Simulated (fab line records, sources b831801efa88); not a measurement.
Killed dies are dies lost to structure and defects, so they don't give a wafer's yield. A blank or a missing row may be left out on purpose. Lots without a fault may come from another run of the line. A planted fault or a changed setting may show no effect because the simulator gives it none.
Chamber matching | flow gf180mcu | GF_CONTACT_CMP_04 on cmp-02: 4 sister chambers
The step polishes SiO2. 14 wafers are shown with their chamber, then 7 later ones without.

WAFERS WITH THEIR CHAMBER
wafer  | chamber | motor_current_A (A) | head_pressure_psi (psi)
L788.2 | 2       | 13.5                | 4.011
L788.3 | 3       | 11.9                | 3.990
L788.4 | 0       | 11.8                | 4.019
L791.4 | 3       | 11.6                | 4.009
L791.5 | 0       | 10.9                | 3.987
L791.6 | 3       | 11.9                | 3.993
L793.1 | 3       | 11.3                | 3.997
L793.4 | 1       | 11.3                | 4.003
L793.5 | 2       | 13.1                | 3.981
L794.1 | 3       | 12.2                | 3.981
L794.4 | 2       | 13.3                | 4.000
L794.6 | 0       | 10.9                | 3.989
L801.1 | 3       | 11.2                | 3.995
L801.2 | 1       | 12.0                | 4.006

SIGNATURES (means of the wafers above)
reading           | chamber 0 | chamber 1 | chamber 2 | chamber 3 | scatter within a chamber
motor_current_A   | 11.200    | 11.650    | 13.300    | 11.683    | 0.402
head_pressure_psi | 3.99833   | 4.00450   | 3.99733   | 3.99417   | 0.0124
Rule: a wafer's distance from a chamber is the root of the sum, over the readings, of the square of ((its reading less the chamber's mean) divided by the reading's scatter). The wafer belongs to the nearest chamber; if the next one is less than 2 further off, it can't be placed. The scatter: the root of (the sum of the squares of (reading less its chamber's mean) over the shown wafers, divided by (wafers less chambers)).

WAFERS WITHOUT THEIR CHAMBER
wafer  | motor_current_A (A) | head_pressure_psi (psi)
L801.6 | 12.3                | 4.021
L805.2 | 11.3                | 4.000
L805.4 | 11.1                | 4.004
L805.5 | 12.1                | 4.009
L810.1 | 12.2                | 4.001
L810.3 | 12.5                | 4.000
L810.6 | 11.5                | 4.002

WHICH CHAMBER EACH WENT THROUGH
wafer  | from the rows above               | in truth
L801.6 | can't be placed: 1 or 3 or 2 or 0 | 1
L805.2 | can't be placed: 0 or 1 or 3      | 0
L805.4 | can't be placed: 0 or 1 or 3      | 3
L805.5 | can't be placed: 1 or 3 or 0 or 2 | 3
L810.1 | can't be placed: 1 or 3 or 0 or 2 | 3
L810.3 | can't be placed: 2 or 3 or 1 or 0 | 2
L810.6 | can't be placed: 1 or 3 or 0      | 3
Placed correctly: 0 of 7. Can't be placed from these rows: 7 (the true chamber is among the candidates in 7). Placed wrongly: 0.
